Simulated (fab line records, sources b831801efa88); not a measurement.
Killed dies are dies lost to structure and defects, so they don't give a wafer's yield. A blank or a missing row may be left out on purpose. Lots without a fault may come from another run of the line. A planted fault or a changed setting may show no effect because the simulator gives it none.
Chamber matching | flow gf180mcu | GF_CONTACT_ETCH_17 on rie_diel-03: 4 sister chambers
The step etches SiO2 in C4F8/O2/Ar, stops on CoSi2, target depth 860 nm. 15 wafers are shown with their chamber, then 7 later ones without.

WAFERS WITH THEIR CHAMBER
wafer  | chamber | oes_product_au (a.u.)
L627.1 | 2       | 0.810
L627.2 | 3       | 0.808
L627.3 | 0       | 0.811
L628.1 | 2       | 0.810
L628.3 | 3       | 0.812
L628.5 | 1       | 0.815
L629.2 | 1       | 0.811
L629.3 | 3       | 0.814
L629.5 | 1       | 0.809
L632.1 | 1       | 0.816
L632.2 | 2       | 0.814
L632.5 | 1       | 0.818
L634.4 | 2       | 0.816
L634.5 | 3       | 0.812
L635.3 | 2       | 0.815

SIGNATURES (means of the wafers above)
reading        | chamber 0 | chamber 1 | chamber 2 | chamber 3 | scatter within a chamber
oes_product_au | 0.81100   | 0.81380   | 0.81300   | 0.81150   | 0.0031
Rule: a wafer's distance from a chamber is the root of the sum, over the readings, of the square of ((its reading less the chamber's mean) divided by the reading's scatter). The wafer belongs to the nearest chamber; if the next one is less than 2 further off, it can't be placed. The scatter: the root of (the sum of the squares of (reading less its chamber's mean) over the shown wafers, divided by (wafers less chambers)).

WAFERS WITHOUT THEIR CHAMBER
wafer  | oes_product_au (a.u.)
L635.4 | 0.814
L644.1 | 0.811
L644.3 | 0.821
L644.6 | 0.811
L646.2 | 0.816
L646.3 | 0.812
L646.4 | 0.813

WHICH CHAMBER EACH WENT THROUGH
wafer  | from the rows above               | in truth
L635.4 | can't be placed: 1 or 2 or 3 or 0 | 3
L644.1 | can't be placed: 0 or 3 or 2 or 1 | 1
L644.3 | can't be placed: 1 or 2 or 3 or 0 | 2
L644.6 | can't be placed: 0 or 3 or 2 or 1 | 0
L646.2 | can't be placed: 1 or 2 or 3 or 0 | 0
L646.3 | can't be placed: 3 or 2 or 0 or 1 | 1
L646.4 | can't be placed: 2 or 1 or 3 or 0 | 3
Placed correctly: 0 of 7. Can't be placed from these rows: 7 (the true chamber is among the candidates in 7). Placed wrongly: 0.
